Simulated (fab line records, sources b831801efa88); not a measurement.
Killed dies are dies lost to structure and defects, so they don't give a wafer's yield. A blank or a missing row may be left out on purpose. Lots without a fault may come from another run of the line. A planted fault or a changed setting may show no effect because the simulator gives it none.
Which tool did it? | flow sky130 | 11 lots, 33 wafers sampled, at 6 steps of a route of 708

WHAT THE GAUGES READ, wafer by wafer
SKY_SD_N_CD_MEAS_07: target cd 380 nm.
lot  | measured     | on        | cd_nm (nm)
L109 | day 29 18:19 | cd_sem-02 | 379.3 380.3 381.6
L111 | day 30 07:47 | cd_sem-01 | 380.7 380.8 380.8
L113 | day 30 14:01 | cd_sem-01 | 380.0 378.0 376.0
L117 | day 30 15:08 | cd_sem-01 | 380.5 382.4 379.3
L121 | day 30 19:01 | cd_sem-02 | 376.2 373.5 374.9
L120 | day 30 22:23 | cd_sem-02 | 378.7 379.7 377.4
L122 | day 36 05:23 | cd_sem-01 | 379.5 377.1 379.2
L128 | day 36 22:51 | cd_sem-01 | 382.1 383.9 384.1
L129 | day 37 01:52 | cd_sem-02 | 379.5 378.8 378.7
L131 | day 37 02:42 | cd_sem-02 | 380.8 379.9 383.3
L130 | day 37 05:04 | cd_sem-01 | 382.0 379.4 380.4

SKY_SD_N_OVL_MEAS_08.
lot  | measured     | on         | SD_N_OVL (nm)
L109 | day 29 18:26 | overlay-01 | 1.7 -1.4 -0.8
L111 | day 30 07:54 | overlay-01 | 0.3 1.4 1.3
L113 | day 30 14:08 | overlay-01 | 0.4 1.0 0.5
L117 | day 30 15:14 | overlay-02 | 2.2 0.6 1.3
L121 | day 30 19:06 | overlay-02 | -0.2 1.6 0.2
L120 | day 30 22:29 | overlay-02 | 1.3 1.5 1.3
L122 | day 36 05:29 | overlay-01 | -0.2 0.1 0.3
L128 | day 36 22:58 | overlay-01 | 0.0 -0.4 -1.0
L129 | day 37 01:56 | overlay-02 | 1.9 1.8 2.3
L131 | day 37 02:49 | overlay-02 | 0.2 1.5 -0.6
L130 | day 37 05:11 | overlay-02 | 0.9 -0.5 0.1

SKY_SD_N_RS_MEAS_16: measures by four-point-probe.
lot  | measured     | on            | SD_N_RS (ohm/sq)
L109 | day 29 19:10 | film_metro-02 | 68.42 68.40 68.45
L111 | day 30 08:38 | film_metro-02 | 68.46 68.47 68.55
L113 | day 30 14:52 | film_metro-04 | 68.59 68.51 68.55
L117 | day 30 15:59 | film_metro-04 | 68.47 68.56 68.31
L121 | day 30 19:51 | film_metro-04 | 73.03 73.04 73.13 73.16 73.28 73.19
L120 | day 30 23:14 | film_metro-04 | 73.08 73.05 72.98 73.01 73.07 72.98
L122 | day 36 06:14 | film_metro-04 | 68.50 68.49 68.70
L128 | day 36 23:44 | film_metro-02 | 68.59 68.39 68.57
L129 | day 37 02:42 | film_metro-04 | 68.80 68.68 68.70
L131 | day 37 03:32 | film_metro-03 | 68.58 68.40 68.47
L130 | day 37 05:55 | film_metro-02 | 68.43 68.32 68.48

SKY_SD_N_RS_MEAS_17: measures by four-point-probe.
lot  | measured     | on            | SD_P_RS (ohm/sq)
L109 | day 29 19:17 | film_metro-02 | 146.9 146.8 147.2
L111 | day 30 08:45 | film_metro-02 | 147.2 146.7 147.2
L113 | day 30 14:59 | film_metro-04 | 146.8 147.0 146.8
L117 | day 30 16:06 | film_metro-04 | 147.2 146.8 147.3
L121 | day 31 01:54 | film_metro-04 | 174.2 174.1 174.2 174.5 174.2 174.3
L120 | day 31 05:26 | film_metro-04 | 174.7 173.7 173.9 174.2 174.2 173.8
L122 | day 36 06:21 | film_metro-04 | 147.6 147.4 147.1
L128 | day 36 23:52 | film_metro-02 | 147.0 147.1 147.0
L129 | day 37 02:49 | film_metro-04 | 148.0 147.8 147.5
L131 | day 37 03:40 | film_metro-03 | 146.9 147.2 147.2
L130 | day 37 06:02 | film_metro-02 | 147.1 146.6 146.8

WHICH TOOL RAN EACH LOT (tool, then ch and the chambers of the sampled wafers, then the start)
lot  | SKY_SD_P_STRIP_10                    | SKY_SD_N_RTA_14
L109 | plasma_asher-02 ch 0,1, day 27 07:52 | rtp_anneal-02 ch 0, day 29 18:59
L111 | plasma_asher-04 ch 0,1, day 27 21:05 | rtp_anneal-02 ch 0, day 30 08:27
L113 | plasma_asher-02 ch 0,1, day 28 03:25 | rtp_anneal-02 ch 0, day 30 14:41
L117 | plasma_asher-04 ch 0,1, day 28 05:12 | rtp_anneal-02 ch 0, day 30 15:47
L121 | plasma_asher-02 ch 0,1, day 28 08:20 | rtp_anneal-02 ch 0, day 30 19:39
L120 | plasma_asher-02 ch 0,1, day 28 12:23 | rtp_anneal-02 ch 0, day 30 23:02
L122 | plasma_asher-02 ch 0,1, day 34 01:02 | rtp_anneal-01 ch 0, day 36 06:02
L128 | plasma_asher-03 ch 0,1, day 34 16:42 | rtp_anneal-02 ch 0, day 36 23:31
L129 | plasma_asher-04 ch 0,1, day 34 20:32 | rtp_anneal-02 ch 0, day 37 02:29
L131 | plasma_asher-03 ch 0,1, day 34 21:27 | rtp_anneal-02 ch 0, day 37 03:22
L130 | plasma_asher-02 ch 0,1, day 35 00:59 | rtp_anneal-02 ch 0, day 37 05:44
- SKY_SD_P_STRIP_10: strips in O2/N2.
- SKY_SD_N_RTA_14: time 2 s.

WHAT THE TOOLS THEMSELVES READ (means of the sampled wafers that have a number; where no wafer has one, the mark that the record gives instead)
SKY_SD_P_STRIP_10.
lot  | tool            | drypump_motor_current_A (A) | oes_product_au (a.u.) | strip_time_to_endpoint_s (s)
L109 | plasma_asher-02 | 5.76                        | 0.622                 | 17.52
L111 | plasma_asher-04 | 5.76                        | 0.614                 | 17.53
L113 | plasma_asher-02 | 5.80                        | 0.615                 | 17.49
L117 | plasma_asher-04 | 5.76                        | 0.620                 | 17.51
L121 | plasma_asher-02 | 5.78                        | 0.617                 | 17.59
L120 | plasma_asher-02 | 5.79                        | 0.618                 | 17.54
L122 | plasma_asher-02 | 5.80                        | 0.617                 | 17.51
L128 | plasma_asher-03 | 5.26                        | 0.622                 | 17.50
L129 | plasma_asher-04 | 5.80                        | 0.616                 | 17.50
L131 | plasma_asher-03 | 5.25                        | 0.625                 | 17.50
L130 | plasma_asher-02 | 5.78                        | 0.618                 | 17.54

SKY_SD_N_RTA_14.
lot  | tool          | anneal_temp_c_max | chamber_o2_ppm | lamp_power_pct (%) | ramp_down_c_per_s | wafer_temp_C_max
L109 | rtp_anneal-02 | 1080.6            | 2.003          | 15.76              | 89.988            | 1077.4
L111 | rtp_anneal-02 | 1081.0            | 2.000          | 15.69              | 89.999            | 1078.0
L113 | rtp_anneal-02 | 1081.8            | 2.008          | 15.72              | 89.987            | 1079.5
L117 | rtp_anneal-02 | 1081.1            | 1.992          | 15.76              | 90.006            | 1078.9
L121 | rtp_anneal-02 | 1080.7            | 1.978          | 14.76              | 89.994            | 1077.6
L120 | rtp_anneal-02 | 1082.4            | 2.008          | 14.71              | 89.991            | 1078.2
L122 | rtp_anneal-01 | 1078.1            | 1.994          | 15.73              | 90.007            | 1078.3
L128 | rtp_anneal-02 | 1082.1            | 1.982          | 15.74              | 89.987            | 1078.7
L129 | rtp_anneal-02 | 1081.6            | 2.007          | 15.78              | 89.991            | 1078.2
L131 | rtp_anneal-02 | 1080.7            | 2.003          | 15.74              | 90.003            | 1079.5
L130 | rtp_anneal-02 | 1081.1            | 2.036          | 15.76              | 90.003            | 1077.9

THE ANSWER, worked out from the rows above alone
Rule: what is usual is taken from the lots themselves. Put in order of their means at a reading, lots are off if they are a third of the lots or fewer, leave a main group of 4 or more, and stand apart from it by a gap of 3 or more times the standard deviation of the main group's means; of several such gaps the widest counts. A main group whose means are all the same, to the digits that the tables above print for the reading, isn't used. A lot without any number at a reading at which 4 lots or more have one is off too. The other lots that the step has rows for count as sound. The gauges are gone through in route order, then the tools' own readings, and for those a lot's mean is taken as printed above. The first step at which some lot is off is used, and at that step the reading that is off furthest; a lot without a number counts as furthest.
Off: L121, L120, at SKY_SD_N_RS_MEAS_16 (SD_N_RS). The main group: mean 68.51 ohm/sq, standard deviation 0.091.
A tool fits if, at a process step before that reading, it ran every lot that is off, and no sound lot after the first of them. The gauges at SKY_SD_N_RS_MEAS_16 aren't tried: what is off there is off at SKY_SD_N_RTA_14 too, on other tools, and a gauge's error can't cause that. None of those tried fits.

WHAT THE SIMULATOR HAD PUT IN
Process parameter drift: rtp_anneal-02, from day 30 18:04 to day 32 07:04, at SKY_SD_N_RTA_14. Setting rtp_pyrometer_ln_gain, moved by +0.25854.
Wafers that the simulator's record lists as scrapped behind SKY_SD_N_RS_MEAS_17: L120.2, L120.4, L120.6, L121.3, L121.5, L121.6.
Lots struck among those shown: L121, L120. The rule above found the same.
